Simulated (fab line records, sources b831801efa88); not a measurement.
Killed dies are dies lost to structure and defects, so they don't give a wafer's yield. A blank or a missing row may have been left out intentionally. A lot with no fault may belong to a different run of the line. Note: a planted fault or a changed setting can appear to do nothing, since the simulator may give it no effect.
fab line records	flow sky130
record lots=4	wafers=12	lastDay=50
route steps=708 shown VIA3@593 METAL4@598 CAP2M@603 PAD_OPEN@708
lots with no fault: from the same line, run without faults
startH: the number of hours between the record's first day and the start of the first shown wafer of the lot	waitH: how many hours have passed since the lot's step before this one	" as in the row above	L1.1+2: one row covering several wafers at once	- either no value or no given start	* or withheld: withheld	< > ~ a bound
route shown NAME@n: a module of which the file shows steps, and the number in the route of the first	usual: the fault-free wafers' mean and standard deviation	same: alike in all rows	chamber/n: place in a boat	sites: per-site readings	_std_site: their standard deviation	_edge_site: inner sites' mean taken away from outer sites' mean	radiusMm: for every site, how far away it sits from the centre of the wafer	mask NAME#n: copy n	behind: the most recent tool/chamber to have shaped the wafer	hold: reason for holding the lot/hours on hold/outcome of the hold	device: whichever transistor did not switch (one of n, p or np)	end of line: tests of these same wafers at the route's end	step lacking rows: just its recipe	killed: at the first sort, the dies lost to defects and structure; wafer yield is something else	map: a wafer's dies, x killed, . not, _ none there
set.NAME: the setting the step ran with; set.NAME@STEP: the setting that earlier step ran with	model.NAME: the simulator's own value behind a step, which no gauge read
certain route steps with their lots: each step a table, each wafer a row
services: a tool's chamber out of use, with start hour (startH, from the record's first day; less than 0 if before it), hours out, and reason
## steps
# step SKY_VIA3_SPUTTER_20
# recipe material=TiN	targetThkNm=20	chamberPressurePa=5	powerW=4000	timeS=80
# step SKY_VIA3_CVD_21
# recipe material=W	targetThkNm=390	timeS=117.31	tempC=400	pressureTorr=40
# step SKY_VIA3_CMP_24
# recipe stopOn=SiO2	tOverpolishS=20	downForcePsi=3.5	platenRpm=60	targetThkNm=0	padVelocityMS=0.94248
# step SKY_METAL4_SPUTTER_00
# recipe material=Ti	targetThkNm=15	powerW=3000	timeS=10	chamberPressurePa=0.4
# step SKY_METAL4_SPUTTER_01
# recipe material=TiN	targetThkNm=20	powerW=6500	timeS=16.7	chamberPressurePa=0.4
# step SKY_METAL4_SPUTTER_02
# recipe material=AlCu	targetThkNm=735	powerW=10600	timeS=39.1	chamberPressurePa=0.4
# step SKY_METAL4_SPUTTER_03
# recipe material=Ti	targetThkNm=5	powerW=3000	timeS=3.3	chamberPressurePa=0.4
# step SKY_METAL4_SPUTTER_04
# recipe material=TiN	targetThkNm=70	powerW=6500	timeS=58.3	chamberPressurePa=0.4
# step SKY_CAP2M_CVD_00
# recipe material=SiO2	targetThkNm=15.5	tempC=400	timeS=withheld	rfW=450
# step SKY_CAP2M_SPUTTER_02
# recipe material=TiN	targetThkNm=200	tempC=300	powerW=6500	timeS=166.7	chamberPressurePa=0.4
# usual throttleValvePct=29.8/0.61
lot.wafer	tool	chamber	startH	waitH	throttleValvePct	model.TiN_of_CAP2M_SPUTTER_02.thkNm
L970.1	pvdSputter-04	-	987.77	0.1	30.0	199.4
L970.2	"	-	"	"	29.4	202.4
L970.6	"	-	"	"	30.3	203
L977.2	pvdSputter-04	-	1042.63	0.0	29.8	194.5
L977.4	"	-	"	"	29.4	199.1
L977.6	"	-	"	"	30.0	333.4
L979.3	pvdSputter-04	-	1047.02	0.0	29.5	331.8
L979.4	"	-	"	"	29.8	196
L979.5	"	-	"	"	29.7	196.1
L985.3	pvdSputter-02	-	1087.62	0.0	30.6	199.4
L985.5	"	-	"	"	29.5	202
L985.6	"	-	"	"	29.3	202.4
# step SKY_CAP2M_RS_MEAS_03
# recipe thkMeasGauge=four-point-probe	reads=TiN_of_CAP2M_SPUTTER_02
# usual CAP2M_TIN_RS=6.95/0.091
lot.wafer	tool	chamber	startH	waitH	hold	CAP2M_TIN_RS[ohm/sq]
L970.1	filmMetro-01	-	987.88	0.1	-	6.94
L970.2	"	-	"	"	-	6.83
L970.6	"	-	"	"	-	6.81
L977.2	filmMetro-01	-	1042.76	0.1	awaitDispo/0.2h/release	7.12
L977.4	"	-	"	"	awaitDispo/0.2h/release	6.95
L977.6	"	-	"	"	awaitDispo/0.2h/release	4.11
L977.2	filmMetro-01	-	1043.04	0.3	-	7.10
L977.4	"	-	"	"	-	6.94
L977.6	"	-	"	"	-	4.11
L979.3	filmMetro-04	-	1047.17	0.1	awaitDispo/0.2h/release	4.13
L979.4	"	-	"	"	awaitDispo/0.2h/release	7.05
L979.5	"	-	"	"	awaitDispo/0.2h/release	7.07
L979.3	filmMetro-04	-	1047.45	0.3	-	4.14
L979.4	"	-	"	"	-	7.06
L979.5	"	-	"	"	-	7.06
L985.3	filmMetro-04	-	1087.76	0.1	-	6.95
L985.5	"	-	"	"	-	6.85
L985.6	"	-	"	"	-	6.83
# step SKY_CAP2M_THK_MEAS_04
# recipe thkMeasGauge=xrf	reads=TiN_of_CAP2M_SPUTTER_02
# usual CAP2M_TIN_THK=199.6/2.7
lot.wafer	tool	chamber	startH	waitH	hold	CAP2M_TIN_THK[nm]
L970.1	filmMetro-01	-	988.00	0.1	-	199.7
L970.2	"	-	"	"	-	203.3
L970.6	"	-	"	"	-	203.6
L977.2	filmMetro-01	-	1046.72	3.7	awaitDispo/0.2h/release	194.8
L977.4	"	-	"	"	awaitDispo/0.2h/release	201.0
L977.6	"	-	"	"	awaitDispo/0.2h/release	335.6
L977.2	filmMetro-01	-	1046.94	0.2	-	195.4
L977.4	"	-	"	"	-	200.9
L977.6	"	-	"	"	-	335.7
L979.3	filmMetro-04	-	1049.99	2.5	awaitDispo/0.2h/release	334.1
L979.4	"	-	"	"	awaitDispo/0.2h/release	197.1
L979.5	"	-	"	"	awaitDispo/0.2h/release	197.1
L979.3	filmMetro-04	-	1050.22	0.2	-	333.5
L979.4	"	-	"	"	-	197.2
L979.5	"	-	"	"	-	197.4
L985.3	filmMetro-04	-	1087.86	0.1	-	199.7
L985.5	"	-	"	"	-	202.1
L985.6	"	-	"	"	-	201.7
# step SKY_CAP2M_HMDS_06
# recipe primeTimeS=60	primeTempC=120
# step SKY_CAP2M_COAT_07
# recipe resist=NOVOLAK	spinRpm=3000	resistThkNm=1140
# step SKY_CAP2M_SOFTBAKE_08
# recipe tempC=90	timeS=60	resist=NOVOLAK
# step SKY_CAP2M_EXPOSE_09
# recipe maskId=CAP2M	na=0.6	sourceShape=conventional	sigmaOuter=0.6	polarization=unpolarized	targetCdNm=1000	doseMj=159
# step SKY_CAP2M_PEB_10
# recipe tempC=withheld	timeS=*	resist=NOVOLAK
# step SKY_CAP2M_DEVELOP_11
# recipe resist=NOVOLAK	developer=TMAH	developTimeS=60	devTempC=23
# step SKY_CAP2M_METAL_ETCH_13
# recipe targetDepthNm=220	stopOn=SiO2	chemistry=Cl2/BCl3	target=TiN	pressureMtorr=10	icpW=900	biasW=48.5	Cl2_flow_sccm=60	bcl3FlowSccm=30	timeS=62.9
# usual bcl3FlowSccm=29.99/0.084	drypumpMotorCurrentA=5.9/0.43	oesProductAu=0.938/0.0086	rfFwdPowerW=893.5/2.9	throttleValvePct=21.904/0.011
lot.wafer	tool	chamber	startH	waitH	bcl3FlowSccm	drypumpMotorCurrentA	oesProductAu	rfFwdPowerW	rfHoursCounterH	throttleValvePct
L970.1	rieMetal-01	1	1010.49	0.0	30.00	6.4	0.937	899.9	22	21.909
L970.2	"	0	"	"	29.99	5.7	0.951	895.6	10	21.880
L970.6	"	1	"	"	29.93	6.4	0.946	893.3	-	21.891
L977.2	rieMetal-01	1	1064.10	0.0	29.95	6.4	0.923	894.1	2	21.912
L977.4	"	1	"	"	29.98	6.3	0.942	895.1	-	21.905
L977.6	"	0	"	"	29.88	5.7	0.996	894.5	-	21.878
L979.3	rieMetal-04	1	1068.02	0.0	30.07	6.1	0.973	894.7	-	21.881
L979.4	"	0	"	"	30.07	5.1	0.932	892.1	-	21.911
L979.5	"	0	"	"	30.03	5.1	0.928	888.5	-	21.917
L985.3	rieMetal-02	0	1107.68	0.1	30.00	5.8	0.934	897.6	-	21.898
L985.5	"	1	"	"	29.93	6.4	0.946	893.4	-	21.885
L985.6	"	0	"	"	30.01	5.8	0.947	898.1	-	21.909
# step SKY_CAP2M_STRIP_14
# recipe chemistry=O2/N2	powerW=1400	pressureMtorr=1500	platenTempC=withheld	o2FlowSccm=3000	n2FlowSccm=300	overashFraction=0.5
# step SKY_CAP2M_STRIP_15
# recipe chemistry=postEtchResidueRemover	timeS=1200	tempC=72.5
# step SKY_CAP2M_CLEAN_16
# recipe chemistry=IPA	timeS=180	tempC=25
# step SKY_CAP2M_CLEAN_17
# recipe chemistry=O3/DIW	dry=n2Spin
# step SKY_METAL4_DEHYDRATE_05
# recipe tempC=200	timeS=60
# step SKY_METAL4_HMDS_06
# recipe primeTimeS=60	primeTempC=120
# step SKY_METAL4_COAT_07
# recipe resist=BARC	tempC=withheld	timeS=withheld	spinRpm=3000	resistThkNm=60
# step SKY_METAL4_COAT_08
# recipe resist=KrF-thick	spinRpm=3000	resistThkNm=1140
# step SKY_METAL4_SOFTBAKE_09
# recipe tempC=100	timeS=90	resist=KrF-thick
# step SKY_METAL4_EXPOSE_10
# recipe maskId=MM4	na=0.68	sourceShape=annular	sigmaInner=0.4	sigmaOuter=0.8	targetCdNm=300	doseMj=28
# step SKY_METAL4_PEB_11
# recipe pebTempC=withheld	pebTimeS=withheld	resist=KrF-thick
# step SKY_METAL4_DEVELOP_12
# recipe developTimeS=60	resist=KrF-thick	devTempC=21
# step SKY_METAL4_DESCUM_15
# recipe chemistry=O2	sourcePowerW=150	biasPowerW=0	pressureMtorr=10	tempC=40	timeS=8
# step SKY_METAL4_ETCH_16
# recipe chemistry=N2/H2	target=BARC	ionEnergyEv=200	biasW=100	pressureMtorr=30	n2FlowSccm=100	h2FlowSccm=200	icpW=500	stopOn=SiO2	timeS=88.2	targetDepthA=600
# step SKY_METAL4_ETCH_17
# recipe target=SiO2	stopOn=TiN	chemistry=C4F8/O2/Ar	sourceW=1500	biasW=1200	pressureMtorr=40	c4f8FlowSccm=withheld	O2_flow_sccm=6	Ar_flow_sccm=300	timeS=3.9	targetDepthA=150
# step SKY_METAL4_METAL_ETCH_18
# recipe targetDepthA=8450	stopOn=SiO2	overEtchFrac=0.3	timeS=183.1	chemistry=Cl2/BCl3	resistSidewallDeg=88	pressureMtorr=10	icpW=900	biasW=48.5	Cl2_flow_sccm=60	bcl3FlowSccm=30
# step SKY_METAL4_STRIP_20
# recipe chemistry=postEtchResidueRemover	timeS=1200	tempC=72.5
lot.wafer	tool	chamber	startH	waitH	model.TiN_of_CAP2M_SPUTTER_02.thkNm
L970.1	wetBench-01	3	1034.60	0.1	198.6
L970.2	"	3	"	"	201.6
L970.6	"	3	"	"	202.2
L977.2	wetBench-03	3	1085.94	0.1	193.7
L977.4	"	3	"	"	198.3
L977.6	"	3	"	"	332.5
L979.3	wetBench-01	2	1090.35	0.0	331
L979.4	"	2	"	"	195.2
L979.5	"	2	"	"	195.3
L985.3	wetBench-03	0	1128.50	0.0	198.6
L985.5	"	0	"	"	201.1
L985.6	"	0	"	"	201.5
# step SKY_PAD_OPEN_PROBE_99
# usual defectLimitedYield=82.5/1.9	killed_at_M0_to_M3=43/6.7	killed_at_M4_up=3.2/1.9	killedAtContacts=24/5.9	killedAtFrontEnd=15/4.1	killedAtOther=0.3/0.56	killedDies=86/9.5	killedOpen=47/7.4	killedShort=39/5.5
# same grossDies=492	killedAtBackSide=0
lot.wafer	tool	chamber	startH	waitH	defectLimitedYield[%]	killed_at_M0_to_M3	killed_at_M4_up	killedAtContacts	killedAtFrontEnd	killedAtOther	killedDies	killedOpen	killedShort	model.etest.tester.sortNPass	model.etest.tester.sortYieldPct	model.etest.tester.sort_bin_3_pct	model.etest.tester.sort_bin_4_pct	model.etest.met4.lineOhmUm	model.etest.via4Chain.rcOhm	model.etest.met4.rsOhmSq	model.etest.capMim2.plateOhmSq
L970.1	prober-02	-	1122.95	0.1	85.0	35	3	23	13	0	74	50	24	418	84.96	0.4065	0	0.1417	0.7699	0.04194	6.044
L970.2	prober-02	-	1123.00	0.1	82.7	44	4	25	12	0	85	51	34	407	82.72	0.6098	0	0.1407	0.7906	0.04122	5.902
L970.6	prober-02	-	1123.20	0.2	82.5	46	1	22	17	0	86	48	38	406	82.52	0.813	0	0.1415	0.7732	0.04229	5.832
L977.2	prober-02	-	1166.64	0.1	78.3	43	3	36	25	0	107	60	47	385	78.25	1.423	0	0.1478	0.763	0.04339	6.185
L977.4	prober-02	-	1166.74	0.2	80.5	42	4	30	20	0	96	52	44	396	80.49	0.6098	0	0.1473	0.7578	0.0433	6.022
L977.6	prober-02	-	1166.84	0.2	81.1	49	0	28	16	0	93	46	47	0	0	41.28	40.02	35.24	26.17	10.5	3.64
L979.3	prober-02	-	1171.78	0.2	85.4	48	1	12	11	0	72	40	32	0	0	55.67	30.71	33.96	26.59	10.05	3.662
L979.4	prober-02	-	1171.83	0.2	82.5	42	3	21	20	0	86	48	38	406	82.52	0.813	0	0.1465	0.7742	0.04355	6.095
L979.5	prober-02	-	1171.88	0.2	84.8	46	2	12	14	1	75	40	35	417	84.76	0.6098	0	0.1439	0.7968	0.04278	6.12
L985.3	prober-02	-	1202.42	0.2	83.7	40	1	21	17	1	80	44	36	412	83.74	0.4065	0	0.1424	0.8279	0.04193	6.037
L985.5	prober-02	-	1202.52	0.2	83.7	47	1	20	12	0	80	36	44	412	83.74	1.626	0	0.1442	0.8084	0.04249	5.968
L985.6	prober-02	-	1202.57	0.2	82.3	47	3	23	14	0	87	53	34	405	82.32	0.6098	0	0.1451	0.8531	0.04214	5.88
# killed by level:class
L970.1 VIA1:geometricParticle:open=10 LI_CONTACT:geometricParticle:open=8 CONTACT:geometricParticle:open=8 VIA2:geometricParticle:open=7 METAL1:geometricParticle:short=6 VIA3:geometricParticle:open=5 FIELD_ISO:geometricParticle:open=4 POLY_GATE:geometricParticle:open=4
L970.2 VIA1:geometricParticle:open=11 CONTACT:geometricParticle:open=9 VIA3:geometricParticle:open=6 LI_CONTACT:geometricParticle:open=5 VIA2:geometricParticle:short=5 FIELD_ISO:geometricParticle:open=4 CONTACT:geometricParticle:short=4 VIA1:geometricParticle:short=4
L970.6 VIA3:geometricParticle:open=12 CONTACT:geometricParticle:open=12 VIA1:geometricParticle:short=7 LI_CONTACT:geometricParticle:open=7 METAL2:geometricParticle:short=5 METAL1:geometricParticle:short=5 FIELD_ISO:geometricParticle:short=4 POLY_GATE:geometricParticle:short=4
L977.2 CONTACT:geometricParticle:open=14 LI_CONTACT:geometricParticle:open=10 VIA1:geometricParticle:open=8 VIA3:geometricParticle:open=7 POLY_GATE:geometricParticle:short=7 VIA1:geometricParticle:short=6 POLY_GATE:geometricParticle:open=6 CONTACT:geometricParticle:short=6
L977.4 VIA1:geometricParticle:open=14 CONTACT:geometricParticle:open=11 VIA1:geometricParticle:short=8 CONTACT:geometricParticle:short=7 METAL1:geometricParticle:short=6 LI_CONTACT:geometricParticle:open=5 FIELD_ISO:geometricParticle:open=4 POLY_GATE:geometricParticle:open=4
L977.6 LI_CONTACT:geometricParticle:open=9 VIA1:geometricParticle:open=9 CONTACT:geometricParticle:open=8 VIA1:geometricParticle:short=7 METAL2:geometricParticle:short=6 VIA3:geometricParticle:open=6 POLY_GATE:geometricParticle:short=5 VIA2:geometricParticle:short=5
L979.3 VIA1:geometricParticle:open=10 VIA2:geometricParticle:open=9 LI_CONTACT:geometricParticle:open=7 VIA3:geometricParticle:open=6 METAL2:geometricParticle:short=5 METAL3:geometricParticle:short=5 VIA1:geometricParticle:short=4 POLY_GATE:geometricParticle:open=3
L979.4 VIA1:geometricParticle:open=11 CONTACT:geometricParticle:short=8 FIELD_ISO:geometricParticle:short=7 VIA3:geometricParticle:open=6 CONTACT:geometricParticle:open=6 VIA2:geometricParticle:open=6 METAL1:geometricParticle:short=5 POLY_GATE:geometricParticle:short=4
L979.5 VIA2:geometricParticle:open=13 VIA1:geometricParticle:open=8 VIA1:geometricParticle:short=6 LI_CONTACT:geometricParticle:open=4 METAL2:geometricParticle:short=4 FIELD_ISO:geometricParticle:short=3 FIELD_ISO:geometricParticle:open=3 POLY_GATE:geometricParticle:short=3
L985.3 CONTACT:geometricParticle:open=9 VIA2:geometricParticle:open=7 VIA1:geometricParticle:open=6 VIA1:geometricParticle:short=6 VIA3:geometricParticle:open=6 METAL2:geometricParticle:short=6 FIELD_ISO:geometricParticle:short=5 LI_CONTACT:geometricParticle:open=4
L985.5 VIA2:geometricParticle:open=10 METAL2:geometricParticle:short=9 VIA3:geometricParticle:open=9 CONTACT:geometricParticle:open=8 METAL1:geometricParticle:short=7 LOCAL_INTERCONNECT:geometricParticle:short=4 VIA1:geometricParticle:short=4 METAL3:geometricParticle:short=4
L985.6 VIA1:geometricParticle:open=13 CONTACT:geometricParticle:open=12 POLY_GATE:geometricParticle:open=7 LI_CONTACT:geometricParticle:open=7 VIA3:geometricParticle:open=5 METAL1:geometricParticle:short=5 VIA2:geometricParticle:open=5 VIA1:geometricParticle:short=4
## services
tool	chamber	startH	hours	kind
rieMetal-01	1	977.91	5.4	repair
pvdSputter-04	-	988.89	3.6	repair
rieMetal-02	1	1005.55	6.0	repair
rieMetal-01	1	1016.11	-	clean
rieMetal-01	1	1016.11	17.4	scheduledDown
rieMetal-01	1	1016.11	17.4	ventCycle
pvdSputter-02	3	1046.93	-	consumableReplace:kit
pvdSputter-02	3	1046.93	18.0	scheduledDown
pvdSputter-02	3	1046.93	18.0	ventCycle
pvdSputter-04	3	1062.59	-	consumableReplace:kit
pvdSputter-04	3	1062.59	18.0	scheduledDown
pvdSputter-04	3	1062.59	18.0	ventCycle
rieMetal-01	-	1067.51	14.6	pm
pvdSputter-04	-	1069.63	5.3	repair
wetBench-03	-	1092.30	1.9	pm
pvdSputter-02	2	1107.35	-	consumableReplace:kit
pvdSputter-02	2	1107.35	18.0	scheduledDown
pvdSputter-02	2	1107.35	18.0	ventCycle
wetBench-03	-	1114.18	3.9	repair
rieMetal-01	-	1118.75	0.5	repair
## key
firstSign step=SKY_CAP2M_RS_MEAS_03	reading=visit	direction=added
effect step=SKY_CAP2M_RS_MEAS_03	reading=CAP2M_TIN_RS	direction=down	sigmas=31	usual=6.95	struck=4.12
effect step=SKY_CAP2M_THK_MEAS_04	reading=visit	direction=added
effect step=SKY_CAP2M_THK_MEAS_04	reading=CAP2M_TIN_THK	direction=up	sigmas=51	usual=199.6	struck=334.9
effect step=SKY_CAP2M_METAL_ETCH_13	reading=oesProductAu	direction=up	sigmas=5.5	usual=0.938	struck=0.985
modelEffect step=SKY_CAP2M_SPUTTER_02	value=TiN_of_CAP2M_SPUTTER_02.thkNm	without=198.3	struck=332.6
modelEffect step=SKY_METAL4_STRIP_20	value=TiN_of_CAP2M_SPUTTER_02.thkNm	without=197.5	struck=331.7
modelEffect step=SKY_PAD_OPEN_PROBE_99	value=etest.tester.sortNPass	without=409.5	struck=0
metAt SKY_CAP2M_SPUTTER_02
struckWafers L977.6,L979.3
onsetBetween 987.77 1042.63
fault kind=processParameterDrift	tool=pvdSputter-04	chamber=-	onsetH=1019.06	steps=SKY_CAP2M_SPUTTER_02	channel=targetThkNm	offset=134.26	shape=step	endH=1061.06	scope=struckWafersOnly	actsIn=theseRecipesOnly	stated=200
